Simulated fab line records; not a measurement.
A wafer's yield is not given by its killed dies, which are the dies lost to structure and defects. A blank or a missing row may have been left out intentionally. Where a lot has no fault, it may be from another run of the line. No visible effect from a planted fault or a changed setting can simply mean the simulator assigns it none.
Which of the tools did it? :: flow gf180mcu :: 13 lots, 37 wafers sampled, at 4 steps of a route of 602

WHAT THE GAUGES SHOWED, per wafer
GF_M2_CD_MEAS_14: target cd 280 nm.
lot: L876
measured: day 19 05:14
on: cd sem-02
cd nm (nm): 278.8 278.9 279.3

lot: L878
measured: day 19 18:01
on: cd sem-02
cd nm (nm): 280.5 279.8 279.3

lot: L879
measured: day 20 07:43
on: cd sem-01
cd nm (nm): 277.9 279.2 278.9

lot: L880
measured: day 20 18:29
on: cd sem-01
cd nm (nm): 280.2 280.1 278.8

lot: L881
measured: day 21 03:32
on: cd sem-02
cd nm (nm): 280.4 281.7 281.8

lot: L882
measured: day 21 06:23
on: cd sem-01
cd nm (nm): 282.6 281.1 280.7

lot: L883
measured: day 21 10:40
on: cd sem-02
cd nm (nm): 280.6 280.8 279.7

lot: L884
measured: day 22 06:14
on: cd sem-01
cd nm (nm): 280.9 281.5 281.3

lot: L885
measured: day 22 08:00
on: cd sem-02
cd nm (nm): 280.8 279.2 279.9

lot: L887
measured: day 23 04:17
on: cd sem-02
cd nm (nm): 278.1 278.5 278.8

lot: L888
measured: day 23 13:32
on: cd sem-01
cd nm (nm): 278.1 278.1 277.2

lot: L889
measured: day 23 19:58
on: cd sem-01
cd nm (nm): 239.7 281.2 239.6 281.0

lot: L891
measured: day 24 11:20
on: cd sem-02
cd nm (nm): 237.9 281.9 237.9 281.6

TOOL THAT RAN EACH LOT (tool first, then ch and the chambers of the sampled wafers, then the start)
lot: L876
GF_V1_STRIP_18: plasma asher-03 ch 0,1, day 18 02:29
GF_M2_SPUTTER_01: pvd sputter-03, day 18 05:12
GF_M2_EXPOSE_11: krf scanner-02 ch 0, day 18 17:12

lot: L878
GF_V1_STRIP_18: plasma asher-03 ch 0,1, day 18 16:09
GF_M2_SPUTTER_01: pvd sputter-02, day 18 17:28
GF_M2_EXPOSE_11: krf scanner-01 ch 0, day 19 06:11

lot: L879
GF_V1_STRIP_18: plasma asher-01 ch 0,1, day 19 06:16
GF_M2_SPUTTER_01: pvd sputter-02, day 19 07:37
GF_M2_EXPOSE_11: krf scanner-02 ch 0, day 19 19:50

lot: L880
GF_V1_STRIP_18: plasma asher-01 ch 0,1, day 19 16:47
GF_M2_SPUTTER_01: pvd sputter-03, day 19 18:09
GF_M2_EXPOSE_11: krf scanner-01 ch 0, day 20 06:22

lot: L881
GF_V1_STRIP_18: plasma asher-01 ch 0,1, day 20 02:04
GF_M2_SPUTTER_01: pvd sputter-01, day 20 03:24
GF_M2_EXPOSE_11: krf scanner-02 ch 0, day 20 14:55

lot: L882
GF_V1_STRIP_18: plasma asher-03 ch 0,1, day 20 04:34
GF_M2_SPUTTER_01: pvd sputter-03, day 20 05:51
GF_M2_EXPOSE_11: krf scanner-02 ch 0, day 20 18:17

lot: L883
GF_V1_STRIP_18: plasma asher-01 ch 0,1, day 20 09:40
GF_M2_SPUTTER_01: pvd sputter-03, day 20 11:00
GF_M2_EXPOSE_11: krf scanner-02 ch 0, day 20 23:04

lot: L884
GF_V1_STRIP_18: plasma asher-01 ch 0,1, day 21 05:06
GF_M2_SPUTTER_01: pvd sputter-01, day 21 06:26
GF_M2_EXPOSE_11: krf scanner-01 ch 0, day 21 18:25

lot: L885
GF_V1_STRIP_18: plasma asher-04 ch 1, day 21 06:58
GF_M2_SPUTTER_01: pvd sputter-01, day 21 08:18
GF_M2_EXPOSE_11: krf scanner-02 ch 0, day 21 20:23

lot: L887
GF_V1_STRIP_18: plasma asher-03 ch 0,1, day 21 23:46
GF_M2_SPUTTER_01: pvd sputter-02, day 22 01:06
GF_M2_EXPOSE_11: krf scanner-01 ch 0, day 22 16:37

lot: L888
GF_V1_STRIP_18: plasma asher-04 ch 0, day 22 13:28
GF_M2_SPUTTER_01: pvd sputter-01, day 22 14:48
GF_M2_EXPOSE_11: krf scanner-01 ch 0, day 23 02:29

lot: L889
GF_V1_STRIP_18: plasma asher-03 ch 0, day 22 20:09
GF_M2_SPUTTER_01: pvd sputter-02, day 22 21:29
GF_M2_EXPOSE_11: krf scanner-01 ch 0, day 23 09:07

lot: L891
GF_V1_STRIP_18: plasma asher-01 ch 0,1, day 23 11:50
GF_M2_SPUTTER_01: pvd sputter-03, day 23 13:07
GF_M2_EXPOSE_11: krf scanner-01 ch 0, day 24 00:42
- GF_V1_STRIP_18: strips in O2/N2.
- GF_M2_SPUTTER_01: material TiN, target thk 30 nm, time 25 s.
- GF_M2_EXPOSE_11: exposes mask Metal2, target cd 280 nm.

AS READ BY THE TOOLS THEMSELVES (means over the sampled wafers that have a number; for cases with no such wafer, the mark the record gives instead)
GF_V1_STRIP_18.
lot: L876
tool: plasma asher-03
drypump motor current A (A): 5.7
heater power w (W): 320
oes product au (a.u.): 0.584

lot: L878
tool: plasma asher-03
drypump motor current A (A): 6.0
heater power w (W): 332
oes product au (a.u.): 0.591

lot: L879
tool: plasma asher-01
drypump motor current A (A): 5.9
heater power w (W): 323
oes product au (a.u.): 0.589

lot: L880
tool: plasma asher-01
drypump motor current A (A): 6.1
heater power w (W): 323
oes product au (a.u.): 0.591

lot: L881
tool: plasma asher-01
drypump motor current A (A): 6.1
heater power w (W): 328
oes product au (a.u.): 0.587

lot: L882
tool: plasma asher-03
drypump motor current A (A): 5.7
heater power w (W): 324
oes product au (a.u.): 0.593

lot: L883
tool: plasma asher-01
drypump motor current A (A): 6.1
heater power w (W): 326
oes product au (a.u.): 0.592

lot: L884
tool: plasma asher-01
drypump motor current A (A): 6.1
heater power w (W): 321
oes product au (a.u.): 0.593

lot: L885
tool: plasma asher-04
drypump motor current A (A): 6.2
heater power w (W): 365
oes product au (a.u.): 0.591

lot: L887
tool: plasma asher-03
drypump motor current A (A): 5.7
heater power w (W): 326
oes product au (a.u.): 0.593

lot: L888
tool: plasma asher-04
drypump motor current A (A): 5.5
heater power w (W): 330
oes product au (a.u.): 0.595

lot: L889
tool: plasma asher-03
drypump motor current A (A): 5.3
heater power w (W): 316
oes product au (a.u.): 0.592

lot: L891
tool: plasma asher-01
drypump motor current A (A): 5.9
heater power w (W): 324
oes product au (a.u.): 0.593

GF_M2_SPUTTER_01.
lot: L876
tool: pvd sputter-03
throttle valve pct (%): 31.3

lot: L878
tool: pvd sputter-02
throttle valve pct (%): 29.1

lot: L879
tool: pvd sputter-02
throttle valve pct (%): 29.6

lot: L880
tool: pvd sputter-03
throttle valve pct (%): 30.9

lot: L881
tool: pvd sputter-01
throttle valve pct (%): 30.7

lot: L882
tool: pvd sputter-03
throttle valve pct (%): 29.8

lot: L883
tool: pvd sputter-03
throttle valve pct (%): 30.3

lot: L884
tool: pvd sputter-01
throttle valve pct (%): 30.1

lot: L885
tool: pvd sputter-01
throttle valve pct (%): 30.6

lot: L887
tool: pvd sputter-02
throttle valve pct (%): 29.5

lot: L888
tool: pvd sputter-01
throttle valve pct (%): 30.6

lot: L889
tool: pvd sputter-02
throttle valve pct (%): 29.1

lot: L891
tool: pvd sputter-03
throttle valve pct (%): 30.6

THE ANSWER, worked out from the rows above alone
Rule: usual is defined by the lots themselves. Put in order of their means at a reading, lots are off if they are a third of the lots or fewer, leave a main group of 4 or more, and stand apart from it by a gap of 3 or more times the standard deviation of the main group's means; of several such gaps the widest counts. If all means in a main group match to the digits the tables above print for the reading, that group is not used. Also off: a lot with no number at a reading for which 4 or more lots have one. Where the step has rows for the other lots, those lots are counted as sound. The gauges are gone through in route order, then the tools' own readings, and for those a lot's mean is taken as printed above. The first step at which some lot is off is used, and at that step the reading that is off furthest; a lot without a number counts as furthest.
Off, at GF_M2_CD_MEAS_14 on cd nm: L889, L891. Mean 279.8 nm and standard deviation 1.2 in the main group.
If a tool, at a process step before that reading, ran all the lots that are off and no sound lot after the first of them, it fits. Gauges at GF_M2_CD_MEAS_14: tried the same way as those tools. One candidate fits, namely krf scanner-01 at GF_M2_EXPOSE_11. A fault onset in the window from L888 (day 23 02:29, its last sound lot) to L889 (day 23 09:07, its first lot off) fits.

WHAT WAS PUT IN BY THE SIMULATOR
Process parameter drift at GF_M2_EXPOSE_11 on krf scanner-01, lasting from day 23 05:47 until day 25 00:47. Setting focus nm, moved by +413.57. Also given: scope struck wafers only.
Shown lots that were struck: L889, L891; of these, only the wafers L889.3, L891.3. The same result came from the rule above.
